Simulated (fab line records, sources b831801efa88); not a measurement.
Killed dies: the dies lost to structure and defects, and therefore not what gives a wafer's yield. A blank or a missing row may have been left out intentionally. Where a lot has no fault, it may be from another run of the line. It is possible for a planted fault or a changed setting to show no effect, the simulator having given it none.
Chamber matching    flow gf180mcu    GF_CONTACT_CMP_04 on cmp-02 has 4 sister chambers
The step polishes SiO2. 4 wafers are shown with their chamber, then 8 later ones without.

== WAFERS, EACH WITH ITS CHAMBER ==
wafer   chamber  motor-current-A (A)
L948.5  0        13.4
L956.6  3        12.2
L958.5  2        13.8
L958.6  1        10.4

== WAFERS WHOSE CHAMBER IS MISSING ==
wafer   motor-current-A (A)
L962.3  9.9
L962.5  14.9
L962.6  12.0
L963.4  13.2
L963.5  13.7
L964.3  12.3
L964.5  11.5
L964.6  14.6

== THE CHAMBER EACH PASSED THROUGH ==
wafer   from the rows above           in truth
L962.3  1                             1
L962.5  can't be placed: 2 or 0       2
L962.6  3                             3
L963.4  can't be placed: 0 or 2 or 3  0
L963.5  can't be placed: 2 or 0       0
L964.3  can't be placed: 3 or 0       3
L964.5  can't be placed: 3 or 1       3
L964.6  can't be placed: 2 or 0       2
Correct placement for 2 of the 8. Not placeable from these rows: 6 (in 6, the candidates include the true chamber). Placed wrongly: 0.
How it was worked out, from the rows above alone: a wafer's distance from a chamber is the root of the sum, over the readings, of the square of ((its reading less the chamber's mean) divided by the reading's scatter). The wafer belongs to the nearest chamber; if the next one is less than 2 further off, it can't be placed. The mean given for a chamber averages the wafers shown for that chamber. The scatter (one wafer shown for each chamber): square how far every hidden wafer sits from the nearest shown wafer, average those squares and take the square root.
